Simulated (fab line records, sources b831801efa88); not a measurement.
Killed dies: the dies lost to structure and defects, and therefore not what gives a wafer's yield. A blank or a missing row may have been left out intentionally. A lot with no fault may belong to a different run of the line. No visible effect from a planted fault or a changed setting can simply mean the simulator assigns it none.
fab line records	flow sky130
record lots=5	wafers=15	last_day=50
route steps=708 shown LDD_HVN@267 LDD_HVP@278
lots that met no fault: taken from a fault-free run of the same line
start_h: start of the lot's first displayed wafer, in hours after the record's first day	wait_h: hours since the lot's step before	" unchanged from the row above	L1.1+2: one row covering several wafers at once	- value missing, or start not given	* or withheld: withheld	< > ~ a bound
route shown NAME@n: names a module that has steps shown in the file, with the first one's number in the route	usual: mean/standard deviation of fault-free wafers	same: alike in all rows	chamber/n: place in a boat	sites: per-site readings	_std_site: the standard deviation of these	_edge_site: inner sites' mean taken away from outer sites' mean	radius_mm: for every site, how far away it sits from the centre of the wafer	mask NAME#n: copy n	behind: the last tool/chamber to shape the wafer	hold: what put the lot on hold/how long, in hours/how the hold closed	device: transistor that didn't switch, given as n, p or np	end of line: tests run on the same wafers once the route is complete	where a step has no rows: the recipe by itself	killed: count of dies lost to structure and defects at first sort (not the wafer's yield)	map: a wafer's dies, marking killed ones x, the rest . and places with no die _
set.NAME: setting as actually run; set.NAME@STEP: the setting as run at that earlier step	model.NAME: the simulator's own value behind a step, which no gauge read
lots at selected steps of the route; one table per step, one row per wafer
services: a tool's chamber out of use, with start hour (start_h, from the record's first day; less than 0 if before it), hours out, and reason
## steps
# step SKY_LDD_HVN_DEHYDRATE_00
# recipe temp_c=200	time_s=60
# usual chill_plate_temp_C=22.99/0.1
lot.wafer	tool	chamber	start_h	wait_h	chill_plate_temp_C
L075.1	litho_track-01	0	459.33	14.7	23.13
L075.3	"	0	"	"	22.92
L075.4	"	0	"	"	23.02
L082.1	litho_track-01	0	524.13	14.6	22.93
L082.3	"	0	"	"	23.07
L082.4	"	0	"	"	22.88
L091.1	litho_track-02	0	595.43	14.4	22.95
L091.3	"	0	"	"	23.04
L091.5	"	0	"	"	22.93
L092.2	litho_track-01	0	610.66	13.5	23.01
L092.3	"	0	"	"	23.12
L092.5	"	0	"	"	23.02
L095.3	litho_track-01	0	646.93	13.4	23.10
L095.4	"	0	"	"	22.89
L095.5	"	0	"	"	23.00
# step SKY_LDD_HVN_HMDS_01
# recipe prime_time_s=60	prime_temp_c=120
# usual chill_plate_temp_C=22.98/0.085
lot.wafer	tool	chamber	start_h	wait_h	chill_plate_temp_C
L075.1	litho_track-01	0	459.48	0.1	23.02
L075.3	"	0	"	"	23.03
L075.4	"	0	"	"	22.88
L082.1	litho_track-01	0	524.28	0.1	22.98
L082.3	"	0	"	"	22.93
L082.4	"	0	"	"	22.98
L091.1	litho_track-02	0	595.58	0.1	23.07
L091.3	"	0	"	"	23.02
L091.5	"	0	"	"	23.07
L092.2	litho_track-01	0	610.81	0.1	22.93
L092.3	"	0	"	"	23.09
L092.5	"	0	"	"	22.95
L095.3	litho_track-01	0	647.08	0.1	22.79
L095.4	"	0	"	"	22.90
L095.5	"	0	"	"	23.00
# step SKY_LDD_HVN_COAT_02
# recipe resist=NOVOLAK	spin_rpm=3000	resist_thk_nm=300
# usual chill_plate_temp_C=23.01/0.11
lot.wafer	tool	chamber	start_h	wait_h	chill_plate_temp_C
L075.1	litho_track-01	0	459.63	0.1	23.09
L075.3	"	0	"	"	23.11
L075.4	"	0	"	"	23.22
L082.1	litho_track-01	0	524.43	0.1	22.82
L082.3	"	0	"	"	22.90
L082.4	"	0	"	"	23.10
L091.1	litho_track-02	0	595.73	0.1	23.18
L091.3	"	0	"	"	23.20
L091.5	"	0	"	"	23.11
L092.2	litho_track-01	0	610.96	0.1	23.01
L092.3	"	0	"	"	22.97
L092.5	"	0	"	"	22.92
L095.3	litho_track-01	0	647.23	0.1	22.94
L095.4	"	0	"	"	22.77
L095.5	"	0	"	"	23.01
# step SKY_LDD_HVN_SOFTBAKE_03
# recipe temp_c=90	time_s=60	resist=NOVOLAK
# usual chill_plate_temp_C=22.98/0.1
lot.wafer	tool	chamber	start_h	wait_h	chill_plate_temp_C
L075.1	litho_track-01	0	459.78	0.1	22.98
L075.3	"	0	"	"	22.93
L075.4	"	0	"	"	23.09
L082.1	litho_track-01	0	524.58	0.1	23.10
L082.3	"	0	"	"	22.94
L082.4	"	0	"	"	22.86
L091.1	litho_track-02	0	595.88	0.1	22.94
L091.3	"	0	"	"	23.20
L091.5	"	0	"	"	23.01
L092.2	litho_track-01	0	611.11	0.1	22.87
L092.3	"	0	"	"	23.15
L092.5	"	0	"	"	22.90
L095.3	litho_track-01	0	647.38	0.1	23.04
L095.4	"	0	"	"	22.95
L095.5	"	0	"	"	23.05
# step SKY_LDD_HVN_EXPOSE_04
# recipe mask_id=HVNTM	na=0.6	source_shape=conventional	sigma_outer=0.6	polarization=unpolarized	target_cd_nm=700	dose_mj=127
# same na=0.6
lot.wafer	tool	chamber	start_h	wait_h	mask
L075.1+3+4	iline_stepper-01	0	-	-	HVNTM#0
L082.1+3+4	iline_stepper-01	0	-	-	HVNTM#0
L091.1+3+5	iline_stepper-02	0	-	-	HVNTM#0
L092.2+3+5	iline_stepper-01	0	-	-	HVNTM#0
L095.3+4+5	iline_stepper-02	0	-	-	HVNTM#0
# step SKY_LDD_HVN_PEB_05
# recipe temp_c=withheld	time_s=*	resist=NOVOLAK
# usual chill_plate_temp_C=*
lot.wafer	tool	chamber	start_h	wait_h	chill_plate_temp_C
L075.1	litho_track-02	0	-	-	*
L075.3	"	0	"	"	*
L075.4	"	0	"	"	*
L082.1	litho_track-01	0	-	-	*
L082.3	"	0	"	"	*
L082.4	"	0	"	"	*
L091.1	litho_track-02	0	-	-	*
L091.3	"	0	"	"	*
L091.5	"	0	"	"	*
L092.2	litho_track-04	0	-	-	*
L092.3	"	0	"	"	*
L092.5	"	0	"	"	*
L095.3	litho_track-01	0	-	-	*
L095.4	"	0	"	"	*
L095.5	"	0	"	"	*
# step SKY_LDD_HVN_DEVELOP_06
# recipe resist=NOVOLAK	developer=TMAH	develop_time_s=60	dev_temp_c=23
# usual chill_plate_temp_C=23.01/0.098
lot.wafer	tool	chamber	start_h	wait_h	chill_plate_temp_C
L075.1	litho_track-02	0	475.03	0.1	22.87
L075.3	"	0	"	"	22.95
L075.4	"	0	"	"	22.95
L082.1	litho_track-01	0	538.98	0.1	23.09
L082.3	"	0	"	"	23.09
L082.4	"	0	"	"	23.06
L091.1	litho_track-02	0	609.73	0.1	22.86
L091.3	"	0	"	"	22.88
L091.5	"	0	"	"	22.94
L092.2	litho_track-04	0	625.81	0.1	22.84
L092.3	"	0	"	"	22.90
L092.5	"	0	"	"	22.96
L095.3	litho_track-01	0	661.03	0.1	22.89
L095.4	"	0	"	"	22.80
L095.5	"	0	"	"	22.96
# step SKY_LDD_HVN_OVL_MEAS_07
# usual LDD_HVN_OVL=0.2/1.3
lot.wafer	tool	chamber	start_h	wait_h	LDD_HVN_OVL[nm]
L075.1	overlay-02	-	475.18	0.1	-2.6
L075.3	"	-	"	"	-2.3
L075.4	"	-	"	"	-0.1
L082.1	overlay-02	-	539.13	0.1	0.6
L082.3	"	-	"	"	-0.2
L082.4	"	-	"	"	-1.2
L091.1	overlay-02	-	609.88	0.1	3.2
L091.3	"	-	"	"	-0.5
L091.5	"	-	"	"	0.6
L092.2	overlay-01	-	625.95	0.1	-0.5
L092.3	"	-	"	"	0.0
L092.5	"	-	"	"	-0.6
L095.3	overlay-01	-	661.14	0.1	-0.8
L095.4	"	-	"	"	0.7
L095.5	"	-	"	"	1.6
# step SKY_LDD_HVN_IMPLANT_08
# recipe species=P	energy_kev=60	dose_cm2=3e+13	tilt_deg=40
lot.wafer	tool	chamber	start_h	wait_h
L075.1+3+4	implanter-01	0	475.22	0.0
L082.1+3+4	implanter-04	0	539.17	0.0
L091.1+3+5	implanter-04	0	609.92	0.0
L092.2+3+5	implanter-03	0	626.00	0.0
L095.3+4+5	implanter-03	0	661.22	0.1
# step SKY_LDD_HVN_STRIP_09
# recipe chemistry=O2/N2	power_w=1400	pressure_mtorr=1500	platen_temp_c=withheld	o2_flow_sccm=3000	n2_flow_sccm=300	overash_fraction=0.5
# usual chamber_pressure_mTorr=1500.0/1.3	drypump_motor_current_A=5.8/0.46	oes_product_au=0.408/0.0047	strip_time_to_endpoint_s=4.136/0.017
lot.wafer	tool	chamber	start_h	wait_h	chamber_pressure_mTorr	drypump_motor_current_A	oes_product_au	rf_hours_counter_h	strip_time_to_endpoint_s
L075.1	plasma_asher-03	0	475.37	0.1	1499.1	5.3	0.411	76	4.146
L075.3	"	1	"	"	1498.0	6.0	0.404	-	4.126
L075.4	"	0	"	"	1499.2	5.2	0.406	-	4.144
L082.1	plasma_asher-03	0	539.32	0.1	1497.9	5.2	0.411	82	4.143
L082.3	"	1	"	"	1501.3	6.1	0.419	-	4.163
L082.4	"	0	"	"	1501.4	5.2	0.407	-	4.147
L091.1	plasma_asher-04	1	610.07	0.1	1501.2	5.2	0.415	81	4.167
L091.3	"	1	"	"	1500.5	5.2	0.410	-	4.171
L091.5	"	1	"	"	1497.7	5.2	0.408	-	4.141
L092.2	plasma_asher-03	1	626.13	0.1	1500.6	6.1	0.403	91	4.109
L092.3	"	1	"	"	1498.0	6.0	0.414	-	4.131
L092.5	"	1	"	"	1499.3	6.0	0.412	-	4.122
L095.3	plasma_asher-01	0	661.35	0.1	1499.5	6.3	0.414	-	4.134
L095.4	"	1	"	"	1503.9	5.7	0.408	-	4.103
L095.5	"	1	"	"	1497.0	5.7	0.406	-	4.127
# step SKY_LDD_HVN_TW_MEAS_10
# usual LDD_HVN_TW=1448/19
lot.wafer	tool	chamber	start_h	wait_h	LDD_HVN_TW
L075.1	film_metro-01	-	475.47	0.1	1468
L075.3	"	-	"	"	1463
L075.4	"	-	"	"	1463
L082.1	film_metro-04	-	539.42	0.1	1441
L082.3	"	-	"	"	1450
L082.4	"	-	"	"	1440
L091.1	film_metro-04	-	610.17	0.1	1450
L091.3	"	-	"	"	1450
L091.5	"	-	"	"	1449
L092.2	film_metro-01	-	626.24	0.1	1462
L092.3	"	-	"	"	1468
L092.5	"	-	"	"	1462
L095.3	film_metro-03	-	661.44	0.1	1415
L095.4	"	-	"	"	1419
L095.5	"	-	"	"	1418
# step SKY_LDD_HVP_DEHYDRATE_00
# recipe temp_c=200	time_s=60
# usual chill_plate_temp_C=22.98/0.1
lot.wafer	tool	chamber	start_h	wait_h	chill_plate_temp_C
L075.1	litho_track-02	0	490.48	15.0	23.03
L075.3	"	0	"	"	23.04
L075.4	"	0	"	"	22.93
L082.1	litho_track-02	0	552.73	13.3	23.00
L082.3	"	0	"	"	23.00
L082.4	"	0	"	"	22.99
L091.1	litho_track-03	0	624.38	14.2	23.04
L091.3	"	0	"	"	22.94
L091.5	"	0	"	"	23.00
L092.2	litho_track-03	0	639.50	13.3	22.91
L092.3	"	0	"	"	22.92
L092.5	"	0	"	"	22.95
L095.3	litho_track-03	0	674.63	13.2	23.03
L095.4	"	0	"	"	23.03
L095.5	"	0	"	"	23.08
# step SKY_LDD_HVP_HMDS_01
# recipe prime_time_s=60	prime_temp_c=120
# usual chill_plate_temp_C=22.99/0.1
lot.wafer	tool	chamber	start_h	wait_h	chill_plate_temp_C
L075.1	litho_track-02	0	490.63	0.1	23.00
L075.3	"	0	"	"	22.92
L075.4	"	0	"	"	23.05
L082.1	litho_track-02	0	552.88	0.1	22.98
L082.3	"	0	"	"	22.88
L082.4	"	0	"	"	23.09
L091.1	litho_track-03	0	624.53	0.1	23.07
L091.3	"	0	"	"	23.14
L091.5	"	0	"	"	22.99
L092.2	litho_track-03	0	639.65	0.1	23.04
L092.3	"	0	"	"	23.09
L092.5	"	0	"	"	23.07
L095.3	litho_track-03	0	674.78	0.1	23.13
L095.4	"	0	"	"	23.01
L095.5	"	0	"	"	23.03
# step SKY_LDD_HVP_COAT_02
# recipe resist=NOVOLAK	spin_rpm=3000	resist_thk_nm=300
# usual chill_plate_temp_C=23.01/0.1
lot.wafer	tool	chamber	start_h	wait_h	chill_plate_temp_C
L075.1	litho_track-02	0	490.78	0.1	23.02
L075.3	"	0	"	"	23.07
L075.4	"	0	"	"	22.99
L082.1	litho_track-02	0	553.03	0.1	22.85
L082.3	"	0	"	"	22.98
L082.4	"	0	"	"	23.02
L091.1	litho_track-03	0	624.68	0.1	22.99
L091.3	"	0	"	"	22.84
L091.5	"	0	"	"	22.85
L092.2	litho_track-03	0	639.80	0.1	23.02
L092.3	"	0	"	"	22.98
L092.5	"	0	"	"	23.30
L095.3	litho_track-03	0	674.93	0.1	23.01
L095.4	"	0	"	"	23.26
L095.5	"	0	"	"	22.99
# step SKY_LDD_HVP_SOFTBAKE_03
# recipe temp_c=90	time_s=60	resist=NOVOLAK
# usual chill_plate_temp_C=23.00/0.1
lot.wafer	tool	chamber	start_h	wait_h	chill_plate_temp_C
L075.1	litho_track-02	0	490.93	0.1	23.03
L075.3	"	0	"	"	23.11
L075.4	"	0	"	"	22.98
L082.1	litho_track-02	0	553.18	0.1	22.85
L082.3	"	0	"	"	22.81
L082.4	"	0	"	"	22.82
L091.1	litho_track-03	0	624.83	0.1	23.15
L091.3	"	0	"	"	23.08
L091.5	"	0	"	"	23.02
L092.2	litho_track-03	0	639.95	0.1	23.02
L092.3	"	0	"	"	23.02
L092.5	"	0	"	"	23.03
L095.3	litho_track-03	0	675.08	0.1	23.06
L095.4	"	0	"	"	23.05
L095.5	"	0	"	"	22.88
# step SKY_LDD_HVP_EXPOSE_04
# recipe mask_id=HVPTM	na=0.6	source_shape=conventional	sigma_outer=0.6	polarization=unpolarized	target_cd_nm=700	dose_mj=86
# same na=0.6
lot.wafer	tool	chamber	start_h	wait_h	mask
L075.1+3+4	iline_stepper-02	0	-	-	HVPTM#0
L082.1+3+4	iline_stepper-02	0	-	-	HVPTM#0
L091.1+3+5	iline_stepper-01	0	-	-	HVPTM#0
L092.2+3+5	iline_stepper-01	0	-	-	HVPTM#0
L095.3+4+5	iline_stepper-01	0	-	-	HVPTM#0
# step SKY_LDD_HVP_PEB_05
# recipe temp_c=withheld	time_s=*	resist=NOVOLAK
# usual chill_plate_temp_C=*
lot.wafer	tool	chamber	start_h	wait_h	chill_plate_temp_C
L075.1	litho_track-02	0	-	-	*
L075.3	"	0	"	"	*
L075.4	"	0	"	"	*
L082.1	litho_track-01	0	-	-	*
L082.3	"	0	"	"	*
L082.4	"	0	"	"	*
L091.1	litho_track-02	0	-	-	*
L091.3	"	0	"	"	*
L091.5	"	0	"	"	*
L092.2	litho_track-02	0	-	-	*
L092.3	"	0	"	"	*
L092.5	"	0	"	"	*
L095.3	litho_track-03	0	-	-	*
L095.4	"	0	"	"	*
L095.5	"	0	"	"	*
# step SKY_LDD_HVP_DEVELOP_06
# recipe resist=NOVOLAK	developer=TMAH	develop_time_s=60	dev_temp_c=23
# usual chill_plate_temp_C=23.00/0.1
lot.wafer	tool	chamber	start_h	wait_h	chill_plate_temp_C
L075.1	litho_track-02	0	506.03	0.1	23.12
L075.3	"	0	"	"	22.90
L075.4	"	0	"	"	22.96
L082.1	litho_track-01	0	568.68	0.1	23.19
L082.3	"	0	"	"	23.21
L082.4	"	0	"	"	23.32
L091.1	litho_track-02	0	638.78	0.1	23.04
L091.3	"	0	"	"	23.05
L091.5	"	0	"	"	23.07
L092.2	litho_track-02	0	654.55	0.1	22.92
L092.3	"	0	"	"	23.14
L092.5	"	0	"	"	22.95
L095.3	litho_track-03	0	689.13	0.1	22.97
L095.4	"	0	"	"	23.01
L095.5	"	0	"	"	23.20
## services
tool	chamber	start_h	hours	kind
iline_stepper-02	-	459.94	6.4	repair
implanter-04	-	471.85	1.4	repair
plasma_asher-03	-	485.90	5.9	repair
iline_stepper-02	-	496.71	5.1	repair
implanter-03	-	511.10	1.0	repair
implanter-01	-	532.23	4.0	repair
plasma_asher-04	-	537.89	0.5	repair
iline_stepper-01	-	538.37	10.0	repair
implanter-03	-	544.17	4.4	pm
plasma_asher-01	-	545.91	7.1	repair
plasma_asher-04	-	578.99	1.3	repair
implanter-04	-	589.46	1.2	repair
implanter-03	-	612.02	6.7	repair
iline_stepper-02	-	615.37	4.4	pm
implanter-03	-	620.62	0.8	repair
iline_stepper-01	-	626.76	3.9	repair
plasma_asher-04	-	629.67	0.7	repair
implanter-03	-	636.59	1.9	pm
iline_stepper-02	-	637.84	4.5	repair
plasma_asher-04	-	646.79	14.6	pm
iline_stepper-02	-	652.25	1.7	pm
implanter-04	-	652.78	1.5	repair
implanter-04	-	655.35	3.2	pm
implanter-01	-	669.43	3.3	pm
## key
fault none
